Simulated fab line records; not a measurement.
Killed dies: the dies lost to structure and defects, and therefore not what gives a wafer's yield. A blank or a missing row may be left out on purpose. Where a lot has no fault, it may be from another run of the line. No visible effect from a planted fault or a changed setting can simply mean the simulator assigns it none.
Which tool is to blame? + flow sky130 + Sampling: 12 lots, 36 wafers, 5 of 708 route steps

WHAT EACH GAUGE READ, for each wafer
SKY_VT_ADJUST_HVTR_TW_MEAS_11.
| lot  | measured     | on            | VT_ADJUST_HVTR_TW |
|------|--------------|---------------|-------------------|
| L565 | day 10 18:18 | film-metro-03 | 209.5 209.6 209.6 |
| L567 | day 11 11:31 | film-metro-01 | 213.8 213.4 213.1 |
| L568 | day 11 21:39 | film-metro-01 | 214.0 213.6 214.5 |
| L569 | day 11 22:37 | film-metro-03 | 209.3 208.6 209.6 |
| L570 | day 12 08:42 | film-metro-04 | 216.5 214.6 215.0 |
| L573 | day 13 07:41 | film-metro-03 | 210.1 209.7 211.2 |
| L577 | day 14 07:01 | film-metro-03 | 208.6 207.3 208.1 |
| L578 | day 14 17:47 | film-metro-03 | 208.7 208.9 208.4 |
| L580 | day 15 06:58 | film-metro-03 | 208.1 210.8 208.6 |
| L581 | day 15 13:43 | film-metro-03 | 208.1 208.6 208.9 |
| L582 | day 16 01:11 | film-metro-04 | 212.7 212.3 213.7 |
| L584 | day 16 10:53 | film-metro-04 | 214.4 212.5 213.4 |

SKY_RES_PROTECT_TW_MEAS_08.
| lot  | measured     | on            | POLY_GATE_TW   |
|------|--------------|---------------|----------------|
| L565 | day 16 16:07 | film-metro-03 | 4009 4017 3987 |
| L567 | day 17 18:33 | film-metro-04 | 4089 4083 4094 |
| L568 | day 18 03:10 | film-metro-03 | 3979 3956 3968 |
| L569 | day 18 03:14 | film-metro-04 | 4091 4104 4097 |
| L570 | day 18 11:24 | film-metro-04 | 4085 4083 4092 |
| L573 | day 19 14:46 | film-metro-03 | 4005 4003 4002 |
| L577 | day 20 19:23 | film-metro-03 | 3987 3976 4001 |
| L578 | day 21 08:37 | film-metro-02 | 4070 4075 4065 |
| L580 | day 22 03:16 | film-metro-04 | 4085 4091 4091 |
| L581 | day 22 06:58 | film-metro-03 | 3988 3982 3973 |
| L582 | day 22 17:41 | film-metro-02 | 4089 4081 4083 |
| L584 | day 23 08:16 | film-metro-03 | 3992 3992 3976 |

SKY_SD_N_TW_MEAS_12.
| lot  | measured     | on            | SD_N_TW        |
|------|--------------|---------------|----------------|
| L565 | day 29 11:30 | film-metro-02 | 4027 4023 4006 |
| L567 | day 30 10:58 | film-metro-03 | 3946 3927 3959 |
| L568 | day 30 19:03 | film-metro-01 | 3967 3962 3970 |
| L569 | day 30 21:20 | film-metro-01 | 3989 3998 4006 |
| L570 | day 30 23:04 | film-metro-01 | 3963 3982 3974 |
| L573 | day 32 02:53 | film-metro-03 | 3925 3921 3928 |
| L577 | day 33 03:23 | film-metro-02 | 4050 4063 4052 |
| L578 | day 33 15:01 | film-metro-03 | 3956 3969 3968 |
| L580 | day 34 07:24 | film-metro-01 | 3991 3997 4008 |
| L581 | day 34 08:37 | film-metro-02 | 4022 4011 4036 |
| L582 | day 34 18:21 | film-metro-01 | 3962 3984 3984 |
| L584 | day 35 09:38 | film-metro-03 | 3970 3990 3973 |

WHAT TOOL EACH LOT RAN ON (gives the tool, then ch and the chambers of the sampled wafers, and finally the start)
| lot  | SKY_LDD_N_IMPLANT_10            | SKY_LDD_N_STRIP_16                   |
|------|---------------------------------|--------------------------------------|
| L565 | implanter-02 ch 0, day 19 10:26 | plasma-asher-02 ch 0,1, day 19 11:18 |
| L567 | implanter-02 ch 0, day 20 12:47 | plasma-asher-04 ch 0,1, day 20 13:39 |
| L568 | implanter-01 ch 0, day 20 21:10 | plasma-asher-02 ch 0,1, day 20 22:02 |
| L569 | implanter-04 ch 0, day 20 21:50 | plasma-asher-03 ch 0,1, day 20 22:42 |
| L570 | implanter-01 ch 0, day 21 04:01 | plasma-asher-03 ch 0,1, day 21 04:52 |
| L573 | implanter-04 ch 0, day 22 07:43 | plasma-asher-04 ch 0, day 22 08:37   |
| L577 | implanter-02 ch 0, day 23 11:59 | plasma-asher-02 ch 0,1, day 23 12:52 |
| L578 | implanter-02 ch 0, day 24 01:15 | plasma-asher-04 ch 0,1, day 24 02:09 |
| L580 | implanter-02 ch 0, day 24 18:36 | plasma-asher-04 ch 0,1, day 24 19:30 |
| L581 | implanter-01 ch 0, day 24 22:33 | plasma-asher-04 ch 0,1, day 24 23:27 |
| L582 | implanter-04 ch 0, day 25 08:42 | plasma-asher-04 ch 0,1, day 25 09:36 |
| L584 | implanter-04 ch 0, day 26 00:22 | plasma-asher-03 ch 1, day 26 01:14   |
- SKY_LDD_N_IMPLANT_10
- SKY_LDD_N_STRIP_16: strips in O2/N2.

WHAT THE TOOLS THEMSELVES READ (means of the sampled wafers that have a number; where no wafer has one, the mark that the record gives instead)
SKY_LDD_N_IMPLANT_10.
| lot  | tool         | dose-ions-cm2 | faraday-current-uA |
|------|--------------|---------------|--------------------|
| L565 | implanter-02 | 7.491e+13     | 418                |
| L567 | implanter-02 | 7.492e+13     | 423                |
| L568 | implanter-01 | 7.501e+13     | 419                |
| L569 | implanter-04 | 7.511e+13     | 419                |
| L570 | implanter-01 | 7.499e+13     | 428                |
| L573 | implanter-04 | 7.495e+13     | 424                |
| L577 | implanter-02 | 4.103e+13     | 231                |
| L578 | implanter-02 | 4.107e+13     | 232                |
| L580 | implanter-02 | 4.119e+13     | 238                |
| L581 | implanter-01 | 7.503e+13     | 427                |
| L582 | implanter-04 | 7.501e+13     | 417                |
| L584 | implanter-04 | 7.502e+13     | 427                |

SKY_LDD_N_STRIP_16.
| lot  | tool            | drypump-motor-current-A (A) | oes-product-au (a.u.) | strip-time-to-endpoint-s (s) |
|------|-----------------|-----------------------------|-----------------------|------------------------------|
| L565 | plasma-asher-02 | 6.0                         | 0.412                 | 4.303                        |
| L567 | plasma-asher-04 | 5.7                         | 0.409                 | 4.302                        |
| L568 | plasma-asher-02 | 6.0                         | 0.412                 | 4.325                        |
| L569 | plasma-asher-03 | 5.9                         | 0.410                 | 4.282                        |
| L570 | plasma-asher-03 | 5.9                         | 0.409                 | 4.323                        |
| L573 | plasma-asher-04 | 5.1                         | 0.409                 | 4.325                        |
| L577 | plasma-asher-02 | 6.2                         | 0.407                 | 4.208                        |
| L578 | plasma-asher-04 | 5.6                         | 0.406                 | 4.213                        |
| L580 | plasma-asher-04 | 6.2                         | 0.409                 | 4.223                        |
| L581 | plasma-asher-04 | 5.6                         | 0.408                 | 4.313                        |
| L582 | plasma-asher-04 | 5.6                         | 0.411                 | 4.309                        |
| L584 | plasma-asher-03 | 5.3                         | 0.406                 | 4.342                        |

THE ANSWER, worked out from the rows above alone
Rule: the usual values come from the lots themselves. Put in order of their means at a reading, lots are off if they are a third of the lots or fewer, leave a main group of 4 or more, and stand apart from it by a gap of 3 or more times the standard deviation of the main group's means; of several such gaps the widest counts. The tables above print the reading to a certain number of digits; a main group whose means all agree to those digits is not used. Also off: a lot with no number at a reading for which 4 or more lots have one. All remaining lots with rows at the step are treated as sound. After the gauges, taken in route order, come the tools' own readings; for these a lot's mean is taken, as printed above. At the first step where some lot is off, the reading lying furthest off is the one used; lots without a number count as furthest.
Off, at SKY_LDD_N_IMPLANT_10 on dose-ions-cm2: L577, L578, L580. Main group: mean 7.499e+13, sd 5.8e+10.
A tool fits if, at that step or a process step before it, it ran every lot that is off, and no sound lot after the first of them. One candidate fits, namely implanter-02 at SKY_LDD_N_IMPLANT_10. A fault onset in the window from L567 (day 20 12:47, its last sound lot) to L577 (day 23 11:59, its first lot off) fits.
The tool's own readings at SKY_LDD_N_IMPLANT_10 bear it out: on the lots that are off they differ by more than 5 times the standard deviation of the sound lots' means. dose-ions-cm2 reads 4.110e+13 there against 7.499e+13 on the sound lots; faraday-current-uA reads 234 there against 422 on the sound lots.

WHAT HAD BEEN PUT IN BY THE SIMULATOR
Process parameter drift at SKY_LDD_N_IMPLANT_10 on implanter-02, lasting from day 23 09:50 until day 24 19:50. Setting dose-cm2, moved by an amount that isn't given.
Shown lots that were struck: L577, L578, L580. This agrees with what the rule above found.
